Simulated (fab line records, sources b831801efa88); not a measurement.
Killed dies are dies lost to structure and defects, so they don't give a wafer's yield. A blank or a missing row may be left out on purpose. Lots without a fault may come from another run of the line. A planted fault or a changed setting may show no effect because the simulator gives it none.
Chamber matching | flow sky130 | SKY_CONTACT_CMP_27 on cmp-02: 4 sister chambers
The step polishes, stops on SiO2, t overpolish 15 s, target thk 0 nm. 8 wafers are shown with their chamber, then 12 later ones without.

WAFERS WITH THEIR CHAMBER
wafer  | chamber | motor_current_A (A) | time_to_endpoint_s (s)
L085.3 | 0       | 11.0                | 74
L087.2 | 3       | 11.4                | 82
L086.1 | 1       | 11.9                | 87
L086.3 | 2       | 11.8                | 88
L086.4 | 3       | 12.3                | 81
L088.3 | 2       | 12.1                | 79
L088.5 | 1       | 12.9                | 81
L088.6 | 0       | 11.4                | 76

WAFERS WITHOUT THEIR CHAMBER
wafer  | motor_current_A (A) | time_to_endpoint_s (s)
L090.1 | 11.7                | 77
L090.2 | 12.1                | 78
L090.5 | 12.2                | 80
L091.1 | 11.2                | 77
L091.5 | 11.7                | 81
L091.6 | 12.7                | 81
L092.2 | 11.4                | 80
L092.4 | 10.7                | 78
L092.5 | 12.2                | 79
L097.4 | 11.4                | 80
L097.5 | 11.8                | 81
L097.6 | 12.1                | 83

WHICH CHAMBER EACH WENT THROUGH
wafer  | from the rows above               | in truth
L090.1 | can't be placed: 0 or 3 or 2 or 1 | 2
L090.2 | can't be placed: 3 or 2 or 1 or 0 | 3
L090.5 | can't be placed: 3 or 2 or 1 or 0 | 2
L091.1 | can't be placed: 0 or 3 or 2      | 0
L091.5 | can't be placed: 3 or 2 or 1 or 0 | 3
L091.6 | can't be placed: 1 or 2 or 3      | 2
L092.2 | can't be placed: 3 or 0 or 2 or 1 | 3
L092.4 | can't be placed: 0 or 3 or 2      | 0
L092.5 | can't be placed: 3 or 2 or 1 or 0 | 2
L097.4 | can't be placed: 3 or 0 or 2 or 1 | 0
L097.5 | can't be placed: 3 or 2 or 1 or 0 | 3
L097.6 | can't be placed: 2 or 3 or 1      | 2
Placed correctly: 0 of 12. Can't be placed from these rows: 12 (the true chamber is among the candidates in 12). Placed wrongly: 0.
How it was worked out, from the rows above alone: a wafer's distance from a chamber is the root of the sum, over the readings, of the square of ((its reading less the chamber's mean) divided by the reading's scatter). The wafer belongs to the nearest chamber; if the next one is less than 2 further off, it can't be placed. A chamber's mean is the mean of its shown wafers. The scatter: the root of (the sum of the squares of (reading less its chamber's mean) over the shown wafers, divided by (wafers less chambers)).
